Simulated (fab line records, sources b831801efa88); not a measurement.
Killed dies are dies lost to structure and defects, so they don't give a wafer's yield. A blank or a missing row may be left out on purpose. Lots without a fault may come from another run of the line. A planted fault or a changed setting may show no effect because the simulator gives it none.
Which tool did it? | flow gf180mcu | 24 lots, 72 wafers sampled, at 6 steps of a route of 602

WHAT THE GAUGES READ, wafer by wafer
GF_STI_THK_MEAS_04.
lot  | measured    | on            | STI_CVD_03_THK (nm)
L074 | day 1 13:34 | film_metro-03 | 205.6 208.1 208.2
L075 | day 1 18:34 | film_metro-04 | 208.0 208.8 208.9
L076 | day 1 23:34 | film_metro-04 | 212.1 210.3 209.6
L077 | day 2 05:23 | film_metro-03 | 212.6 210.5 212.8
L078 | day 2 10:23 | film_metro-03 | 208.4 209.4 208.8
L079 | day 2 14:34 | film_metro-04 | 207.5 209.4 210.2
L080 | day 2 19:54 | film_metro-04 | 213.2 211.3 212.4
L081 | day 3 01:47 | film_metro-03 | 210.6 210.8 210.0
L082 | day 3 06:10 | film_metro-04 | 208.3 207.2 210.2
L083 | day 3 10:49 | film_metro-02 | 208.1 207.7 208.1
L084 | day 3 15:35 | film_metro-03 | 209.4 208.8 208.3
L085 | day 3 20:36 | film_metro-03 | 208.7 207.6 208.8
L086 | day 4 02:46 | film_metro-03 | 210.5 211.1 211.5
L087 | day 4 06:46 | film_metro-02 | 208.6 206.3 209.9
L088 | day 4 13:32 | film_metro-03 | 210.3 208.5 210.2
L089 | day 4 16:34 | film_metro-04 | 205.2 205.2 205.5
L090 | day 4 21:46 | film_metro-03 | 207.2 209.4 207.2
L091 | day 5 02:34 | film_metro-03 | 206.2 207.0 207.4
L092 | day 5 08:18 | film_metro-03 | 207.9 206.5 209.7
L093 | day 5 12:34 | film_metro-04 | 205.6 207.3 204.8
L094 | day 5 18:38 | film_metro-03 | 210.0 210.2 210.4
L095 | day 6 00:23 | film_metro-02 | 213.4 212.4 212.6
L096 | day 6 04:45 | film_metro-02 | 208.7 210.2 209.3
L097 | day 6 13:14 | film_metro-02 | 207.3 210.3 209.3

GF_NWELL_OVL_MEAS_07.
lot  | measured    | on         | NWELL_OVL (nm)
L074 | day 3 07:17 | overlay-02 | -0.7 0.1 -2.2
L075 | day 3 12:48 | overlay-01 | -0.2 -0.2 0.8
L076 | day 3 17:28 | overlay-02 | -2.5 -3.0 -1.0
L077 | day 4 00:21 | overlay-01 | -1.1 -1.1 -1.2
L078 | day 4 04:50 | overlay-01 | -2.5 -3.0 -2.0
L079 | day 4 10:29 | overlay-02 | -0.5 -0.7 -0.3
L080 | day 4 15:05 | overlay-01 | 1.9 1.2 1.7
L081 | day 4 22:43 | overlay-01 | -1.5 0.4 -1.1
L082 | day 5 01:55 | overlay-01 | 0.1 -0.7 -0.1
L083 | day 5 08:06 | overlay-02 | 0.1 0.2 -0.1
L084 | day 5 13:52 | overlay-01 | 0.0 0.0 0.1
L085 | day 5 20:41 | overlay-01 | 1.8 1.8 1.9
L086 | day 6 01:28 | overlay-02 | 2.9 0.6 2.7
L087 | day 6 06:35 | overlay-02 | -0.5 0.3 -0.8
L088 | day 6 13:22 | overlay-01 | -1.8 -1.7 -0.8
L089 | day 6 17:26 | overlay-01 | -0.2 -2.8 -1.7
L090 | day 6 22:33 | overlay-01 | 1.1 1.4 0.6
L091 | day 7 04:07 | overlay-02 | 0.6 2.5 0.2
L092 | day 7 09:58 | overlay-01 | -1.0 -1.0 -0.5
L093 | day 7 15:16 | overlay-02 | -0.2 -1.0 0.0
L094 | day 7 21:59 | overlay-01 | -0.4 0.2 0.1
L095 | day 8 03:08 | overlay-02 | -3.4 -2.9 -1.8
L096 | day 8 06:56 | overlay-02 | 1.7 0.9 -0.1
L097 | day 8 18:35 | overlay-01 | 0.4 1.2 0.4

GF_HV_LDD_OVL_MEAS_20.
lot  | measured     | on         | HV_LDD_01_OVL (nm)
L074 | day 10 19:15 | overlay-02 | 1.0 -1.4 0.4
L075 | day 11 02:03 | overlay-02 | -0.5 -0.9 -1.3
L076 | day 11 10:12 | overlay-01 | 0.5 -0.1 1.0
L077 | day 11 18:40 | overlay-02 | -0.6 1.3 1.1
L078 | day 12 02:34 | overlay-02 | -3.2 -3.7 -2.6
L079 | day 12 09:54 | overlay-02 | -2.9 -1.9 -0.5
L080 | day 12 12:55 | overlay-01 | 0.4 -0.5 1.0
L081 | day 13 03:51 | overlay-01 | -0.3 0.6 0.2
L082 | day 13 03:54 | overlay-02 | -1.1 -1.2 -2.2
L083 | day 13 15:01 | overlay-02 | -0.9 -1.2 -0.7
L084 | day 13 23:21 | overlay-02 | -2.2 -2.4 -0.9
L085 | day 14 09:31 | overlay-02 | -0.8 -1.8 -1.0
L086 | day 14 12:54 | overlay-02 | -0.2 -1.8 -2.2
L087 | day 14 21:04 | overlay-02 | 1.1 -0.2 -0.9
L088 | day 15 07:03 | overlay-02 | -2.0 -3.8 -3.2
L089 | day 15 11:00 | overlay-01 | -0.9 -1.8 -0.3
L090 | day 15 17:00 | overlay-01 | -0.6 0.0 -0.5
L091 | day 16 01:21 | overlay-02 | -1.7 -2.0 0.4
L092 | day 16 07:17 | overlay-01 | -1.3 0.1 -0.1
L093 | day 16 18:51 | overlay-01 | 0.7 -0.6 0.6
L094 | day 17 04:33 | overlay-01 | -2.1 -1.9 -2.6
L095 | day 17 10:21 | overlay-02 | -0.1 0.9 0.9
L096 | day 17 14:28 | overlay-01 | 0.5 -0.2 -0.3
L097 | day 18 07:02 | overlay-01 | -1.0 -1.0 -0.6

GF_V4_CD_MEAS_14: target cd 260 nm.
lot  | measured     | on        | cd_nm (nm)
L074 | day 24 09:06 | cd_sem-01 | 261.7 262.0 261.6
L075 | day 24 17:38 | cd_sem-01 | 260.6 260.8 260.9
L076 | day 25 05:01 | cd_sem-01 | 259.9 259.2 260.6
L077 | day 25 14:13 | cd_sem-01 | 261.0 260.5 259.8
L078 | day 25 20:52 | cd_sem-01 | 260.6 260.3 260.8
L079 | day 26 06:52 | cd_sem-02 | 259.6 260.5 259.1
L080 | day 26 07:55 | cd_sem-01 | 259.6 259.5 259.8
L081 | day 26 22:58 | cd_sem-01 | 261.0 260.7 260.2
L082 | day 27 00:31 | cd_sem-02 | 259.4 259.8 259.3
L083 | day 27 13:10 | cd_sem-01 | 260.2 260.0 260.2
L084 | day 27 18:11 | cd_sem-01 | 258.5 259.7 258.4
L085 | day 28 07:41 | cd_sem-01 | 260.9 261.4 260.4
L086 | day 28 10:49 | cd_sem-01 | 258.6 260.5 259.0
L087 | day 28 14:25 | cd_sem-01 | 257.7 257.9 257.6
L088 | day 29 00:08 | cd_sem-02 | 259.8 260.0 260.9
L089 | day 29 05:23 | cd_sem-02 | 262.0 261.1 260.0
L090 | day 29 09:01 | cd_sem-01 | 260.0 258.6 258.7
L091 | day 29 17:47 | cd_sem-01 | 259.5 259.8 259.5
L092 | day 30 00:46 | cd_sem-01 | 260.1 260.2 260.6
L093 | day 30 07:49 | cd_sem-02 | 259.9 259.3 259.7
L094 | day 30 16:31 | cd_sem-01 | 261.0 261.0 260.4
L095 | day 30 20:40 | cd_sem-02 | 258.2 258.9 258.6
L096 | day 31 00:07 | cd_sem-02 | 259.7 259.0 258.8
L097 | day 31 12:10 | cd_sem-02 | 259.2 259.4 259.7

WHICH TOOL RAN EACH LOT (tool, then ch and the chambers of the sampled wafers, then the start)
lot  | GF_SALICIDE_SPUTTER_03       | GF_V4_CVD_02
L074 | pvd_sputter-01, day 15 01:10 | pecvd-04 ch 0,1, day 23 10:43
L075 | pvd_sputter-01, day 15 09:49 | pecvd-01 ch 0,2, day 23 18:37
L076 | pvd_sputter-01, day 15 20:45 | pecvd-02 ch 0,1,2, day 24 06:48
L077 | pvd_sputter-03, day 16 06:15 | pecvd-02 ch 0,2, day 24 16:08
L078 | pvd_sputter-02, day 16 15:33 | pecvd-01 ch 1,2, day 24 23:03
L079 | pvd_sputter-02, day 17 00:07 | pecvd-04 ch 0,2, day 25 08:59
L080 | pvd_sputter-01, day 17 04:46 | pecvd-01 ch 1,2, day 25 10:37
L081 | pvd_sputter-03, day 17 20:46 | pecvd-02 ch 0,1,2, day 26 02:06
L082 | pvd_sputter-02, day 17 21:18 | pecvd-04 ch 0,2, day 26 03:06
L083 | pvd_sputter-01, day 18 11:58 | pecvd-01 ch 0,1,2, day 26 16:29
L084 | pvd_sputter-03, day 18 18:52 | pecvd-04 ch 0,1, day 26 22:01
L085 | pvd_sputter-01, day 19 09:48 | pecvd-04 ch 0,1,2, day 27 11:28
L086 | pvd_sputter-01, day 19 14:06 | pecvd-04 ch 0,1,2, day 27 14:26
L087 | pvd_sputter-01, day 19 20:03 | pecvd-01 ch 0,1, day 27 18:05
L088 | pvd_sputter-01, day 20 08:00 | pecvd-02 ch 1,2, day 28 04:11
L089 | pvd_sputter-01, day 20 14:33 | pecvd-02 ch 0,1,2, day 28 09:37
L090 | pvd_sputter-03, day 20 19:55 | pecvd-02 ch 1,2, day 28 13:32
L091 | pvd_sputter-01, day 21 05:49 | pecvd-04 ch 1,2, day 28 22:27
L092 | pvd_sputter-02, day 21 13:26 | pecvd-04 ch 0,1,2, day 29 05:13
L093 | pvd_sputter-01, day 21 22:38 | pecvd-01 ch 0,1,2, day 29 12:40
L094 | pvd_sputter-03, day 22 09:18 | pecvd-04 ch 0,2, day 29 21:19
L095 | pvd_sputter-03, day 22 16:24 | pecvd-04 ch 0,1, day 30 01:55
L096 | pvd_sputter-02, day 22 21:16 | pecvd-04 ch 0,1, day 30 05:05
L097 | pvd_sputter-03, day 23 12:45 | pecvd-01 ch 0,2, day 30 17:55
- GF_SALICIDE_SPUTTER_03: material TiN, target thk 20 nm, time 16.7 s.
- GF_V4_CVD_02: deposits SiO2 from TEOS, target thk 850 nm, time 94.851 s.

WHAT THE TOOLS THEMSELVES READ (means of the sampled wafers that have a number; where no wafer has one, the mark that the record gives instead)
GF_SALICIDE_SPUTTER_03.
lot  | tool           | throttle_valve_pct (%)
L074 | pvd_sputter-01 | 30.4
L075 | pvd_sputter-01 | 31.0
L076 | pvd_sputter-01 | 30.0
L077 | pvd_sputter-03 | 29.8
L078 | pvd_sputter-02 | 30.2
L079 | pvd_sputter-02 | 30.3
L080 | pvd_sputter-01 | 30.4
L081 | pvd_sputter-03 | 29.3
L082 | pvd_sputter-02 | 30.4
L083 | pvd_sputter-01 | 30.1
L084 | pvd_sputter-03 | 29.6
L085 | pvd_sputter-01 | 31.0
L086 | pvd_sputter-01 | 30.5
L087 | pvd_sputter-01 | 30.7
L088 | pvd_sputter-01 | 30.5
L089 | pvd_sputter-01 | 30.5
L090 | pvd_sputter-03 | 29.3
L091 | pvd_sputter-01 | 30.8
L092 | pvd_sputter-02 | 30.2
L093 | pvd_sputter-01 | 30.4
L094 | pvd_sputter-03 | 30.0
L095 | pvd_sputter-03 | 30.3
L096 | pvd_sputter-02 | 29.5
L097 | pvd_sputter-03 | 29.5

GF_V4_CVD_02.
lot  | tool     | heater_power_w (W)
L074 | pecvd-04 | 596
L075 | pecvd-01 | 755
L076 | pecvd-02 | 575
L077 | pecvd-02 | 624
L078 | pecvd-01 | 788
L079 | pecvd-04 | 580
L080 | pecvd-01 | 780
L081 | pecvd-02 | 564
L082 | pecvd-04 | 572
L083 | pecvd-01 | 688
L084 | pecvd-04 | 561
L085 | pecvd-04 | 590
L086 | pecvd-04 | 629
L087 | pecvd-01 | 598
L088 | pecvd-02 | 543
L089 | pecvd-02 | 561
L090 | pecvd-02 | 563
L091 | pecvd-04 | 626
L092 | pecvd-04 | 536
L093 | pecvd-01 | 742
L094 | pecvd-04 | 539
L095 | pecvd-04 | 562
L096 | pecvd-04 | 565
L097 | pecvd-01 | 707

THE ANSWER, worked out from the rows above alone
Rule: what is usual is taken from the lots themselves. Put in order of their means at a reading, lots are off if they are a third of the lots or fewer, leave a main group of 4 or more, and stand apart from it by a gap of 3 or more times the standard deviation of the main group's means; of several such gaps the widest counts. A main group whose means are all the same, to the digits that the tables above print for the reading, isn't used. A lot without any number at a reading at which 4 lots or more have one is off too. The other lots that the step has rows for count as sound. The gauges are gone through in route order, then the tools' own readings, and for those a lot's mean is taken as printed above. The first step at which some lot is off is used, and at that step the reading that is off furthest; a lot without a number counts as furthest.
No lot is off at any reading shown: from this, nothing can be told.

WHAT THE SIMULATOR HAD PUT IN
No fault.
